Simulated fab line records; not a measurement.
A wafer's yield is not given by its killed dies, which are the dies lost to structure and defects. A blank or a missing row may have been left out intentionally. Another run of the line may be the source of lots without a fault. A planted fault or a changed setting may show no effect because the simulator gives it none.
Which tool was responsible? + flow gf180mcu + 18 wafers from 6 lots sampled at 2 of the route's 602 steps

== WHAT THE GAUGES READ, wafer by wafer ==
GF_V3_THK_MEAS_03.
| lot  | measured     | on            | V3_CVD_02_THK (nm) |
|------|--------------|---------------|--------------------|
| L930 | day 21 21:34 | film metro-04 | 841 838 849        |
| L935 | day 23 18:18 | film metro-03 | 989 1019 1013      |
| L941 | day 25 20:42 | film metro-02 | 846 871 859        |
| L946 | day 27 12:38 | film metro-03 | 844 862 849        |
| L950 | day 28 16:11 | film metro-02 | 838 853 855        |
| L952 | day 29 04:14 | film metro-04 | 847 860 869        |

== WHICH TOOL RAN EACH LOT (tool, then ch and the chambers of the sampled wafers, then the start) ==
| lot  | GF_V3_CVD_02                    |
|------|---------------------------------|
| L930 | pecvd-01 ch 0,2, day 21 21:29   |
| L935 | pecvd-01 ch 0,1,2, day 23 18:14 |
| L941 | pecvd-01 ch 0,1,2, day 25 20:37 |
| L946 | pecvd-03 ch 1,2, day 27 12:34   |
| L950 | pecvd-01 ch 0,1,2, day 28 16:07 |
| L952 | pecvd-01 ch 0,2, day 29 04:10   |
- GF_V3_CVD_02: deposits SiO2 from TEOS, target thk 850 nm, time 94.851 s.

== THE ANSWER, worked out from the rows above alone ==
Rule: usual is defined by the lots themselves. Put in order of their means at a reading, lots are off if they are a third of the lots or fewer, leave a main group of 4 or more, and stand apart from it by a gap of 3 or more times the standard deviation of the main group's means; of several such gaps the widest counts. Not used: any main group whose means are identical at the precision the tables above print for the reading. A lot without any number at a reading at which 4 lots or more have one is off too. Any other lot the step has rows for is counted as sound.
Off: at GF_V3_THK_MEAS_03 (V3_CVD_02_THK), L935. For the main group the mean is 852 nm and the standard deviation 6.1.
If a tool, at a process step before that reading, ran all the lots that are off and no sound lot after the first of them, it fits. Those tools and the gauges at GF_V3_THK_MEAS_03 are tried in the same way. Not one of the candidates tried fits.

== WHAT THE SIMULATOR HAD PUT IN ==
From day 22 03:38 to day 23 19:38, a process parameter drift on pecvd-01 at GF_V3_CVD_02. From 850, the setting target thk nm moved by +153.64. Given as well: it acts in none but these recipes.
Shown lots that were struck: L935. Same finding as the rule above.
